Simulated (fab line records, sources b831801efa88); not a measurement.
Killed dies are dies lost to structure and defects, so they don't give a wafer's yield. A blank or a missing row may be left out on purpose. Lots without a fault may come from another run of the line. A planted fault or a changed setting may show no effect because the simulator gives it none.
Tool commonality check | flow sky130 | 15 lots, 45 wafers sampled

WHY IT WAS OPENED
At SKY_LDD_HVN_TW_MEAS_10 the reading LDD_HVN_TW is flagged on 3 of 15 lots. Wafers without a fault read 1435, standard deviation 19.
Rule: a lot is flagged when every wafer of it that has a number lies more than 4 standard deviations from that mean, or none has a number. The other lots count as sound.

lot  | measured     | on            | LDD_HVN_TW, wafer by wafer | flag
L452 | day 21 05:01 | film_metro-04 | 1466 1460 1454             |
L454 | day 22 01:52 | film_metro-02 | 1424 1431 1427             |
L455 | day 22 05:27 | film_metro-02 | 1426 1423 1425             |
L453 | day 22 05:43 | film_metro-04 | 1451 1465 1457             |
L461 | day 24 13:23 | film_metro-04 | 1456 1445 1448             |
L465 | day 25 18:30 | film_metro-02 | 30 30 30                   | FLAGGED
L464 | day 25 22:25 | film_metro-04 | 30 30 30                   | FLAGGED
L466 | day 25 22:47 | film_metro-02 | 30 30 30                   | FLAGGED
L467 | day 26 16:31 | film_metro-04 | 1449 1459 1450             |
L468 | day 26 21:38 | film_metro-02 | 1417 1412 1413             |
L469 | day 26 22:34 | film_metro-01 | 1400 1407 1403             |
L470 | day 27 03:04 | film_metro-02 | 1434 1437 1434             |
L471 | day 27 06:26 | film_metro-02 | 1429 1434 1424             |
L473 | day 28 08:43 | film_metro-01 | 1391 1404 1396             |
L475 | day 29 03:04 | film_metro-01 | 1389 1395 1394             |
The numbers of the flagged lots are 30 on average: -1405 against the usual, or -74 standard deviations.

WHICH TOOL RAN EACH LOT
The record holds 3 process steps before the reading, out of a route of 708 steps. In each cell: the tool, then ch and the chambers that the sampled wafers went through, then the start.
lot  | flag    | SKY_POLY_GATE_ETCH_15              | SKY_LDD_P_STRIP_10                   | SKY_LDD_HVN_STRIP_09
L452 |         | rie_diel-01 ch 0,1,3, day 17 05:53 | plasma_asher-02 ch 0,1, day 19 22:53 | plasma_asher-02 ch 0,1, day 21 04:55
L454 |         | rie_diel-01 ch 0,1,2, day 18 00:43 | plasma_asher-03 ch 0,1, day 20 18:29 | plasma_asher-04 ch 0,1, day 22 01:46
L455 |         | rie_diel-01 ch 0,3, day 18 04:23   | plasma_asher-02 ch 0,1, day 20 22:13 | plasma_asher-02 ch 0,1, day 22 05:21
L453 |         | rie_diel-02 ch 0,1,2, day 18 03:53 | plasma_asher-03 ch 0,1, day 20 22:26 | plasma_asher-04 ch 1, day 22 05:37
L461 |         | rie_diel-03 ch 2,3, day 20 14:29   | plasma_asher-02 ch 0,1, day 23 07:22 | plasma_asher-04 ch 0,1, day 24 13:16
L465 | FLAGGED | rie_diel-03 ch 0,1, day 21 20:17   | plasma_asher-02 ch 0,1, day 24 12:18 | plasma_asher-02 ch 0,1, day 25 18:25
L464 | FLAGGED | rie_diel-03 ch 0,2,3, day 22 00:08 | plasma_asher-03 ch 0, day 24 16:49   | plasma_asher-02 ch 0, day 25 22:19
L466 | FLAGGED | rie_diel-02 ch 0,2, day 22 00:47   | plasma_asher-02 ch 0,1, day 24 17:19 | plasma_asher-04 ch 0,1, day 25 22:42
L467 |         | rie_diel-02 ch 0,1, day 22 19:25   | plasma_asher-03 ch 0,1, day 25 10:53 | plasma_asher-01 ch 0,1, day 26 16:25
L468 |         | rie_diel-01 ch 0,2,3, day 23 00:50 | plasma_asher-02 ch 0,1, day 25 16:00 | plasma_asher-01 ch 0,1, day 26 21:33
L469 |         | rie_diel-03 ch 0,3, day 23 02:13   | plasma_asher-03 ch 0,1, day 25 16:50 | plasma_asher-01 ch 0,1, day 26 22:28
L470 |         | rie_diel-02 ch 0,2,3, day 23 07:05 | plasma_asher-02 ch 0,1, day 25 21:17 | plasma_asher-01 ch 0,1, day 27 02:58
L471 |         | rie_diel-02 ch 0,1,2, day 23 10:38 | plasma_asher-02 ch 0,1, day 26 01:20 | plasma_asher-01 ch 0,1, day 27 06:19
L473 |         | rie_diel-03 ch 0,1,2, day 24 12:46 | plasma_asher-02 ch 0,1, day 27 03:41 | plasma_asher-04 ch 0,1, day 28 08:37
L475 |         | rie_diel-01 ch 1,2,3, day 25 07:26 | plasma_asher-03 ch 0,1, day 27 22:37 | plasma_asher-04 ch 0,1, day 29 02:58
What these steps do:
- SKY_POLY_GATE_ETCH_15: etches BARC in N2/H2, stops on SiO2, time 118.5 s, target depth 110 nm.
- SKY_LDD_P_STRIP_10: strips in O2/N2.
- SKY_LDD_HVN_STRIP_09: strips in O2/N2.
- SKY_LDD_HVN_TW_MEAS_10

FLAGGED OVER TOTAL, TOOL BY TOOL (the gauges that took the reading come last)
step                   | tool            | lots run | flagged | share of the flagged lots | sound lots run after its first flagged lot
SKY_POLY_GATE_ETCH_15  | rie_diel-01     | 5        | 0       | none                      | -
SKY_POLY_GATE_ETCH_15  | rie_diel-02     | 5        | 1       | some                      | 3 (L467,L470,L471)
SKY_POLY_GATE_ETCH_15  | rie_diel-03     | 5        | 2       | some                      | 2 (L469,L473)
SKY_LDD_P_STRIP_10     | plasma_asher-02 | 9        | 2       | some                      | 4 (L468,L470,L471,L473)
SKY_LDD_P_STRIP_10     | plasma_asher-03 | 6        | 1       | some                      | 3 (L467,L469,L475)
SKY_LDD_HVN_STRIP_09   | plasma_asher-01 | 5        | 0       | none                      | -
SKY_LDD_HVN_STRIP_09   | plasma_asher-02 | 4        | 2       | some                      | 0
SKY_LDD_HVN_STRIP_09   | plasma_asher-04 | 6        | 1       | some                      | 2 (L473,L475)
SKY_LDD_HVN_TW_MEAS_10 | film_metro-01   | 3        | 0       | none                      | -
SKY_LDD_HVN_TW_MEAS_10 | film_metro-02   | 7        | 2       | some                      | 3 (L468,L470,L471)
SKY_LDD_HVN_TW_MEAS_10 | film_metro-04   | 5        | 1       | some                      | 1 (L467)

WHAT THE TABLE ALLOWS
No row of the table ran every flagged lot.

WHAT THE SIMULATOR HAD PUT IN
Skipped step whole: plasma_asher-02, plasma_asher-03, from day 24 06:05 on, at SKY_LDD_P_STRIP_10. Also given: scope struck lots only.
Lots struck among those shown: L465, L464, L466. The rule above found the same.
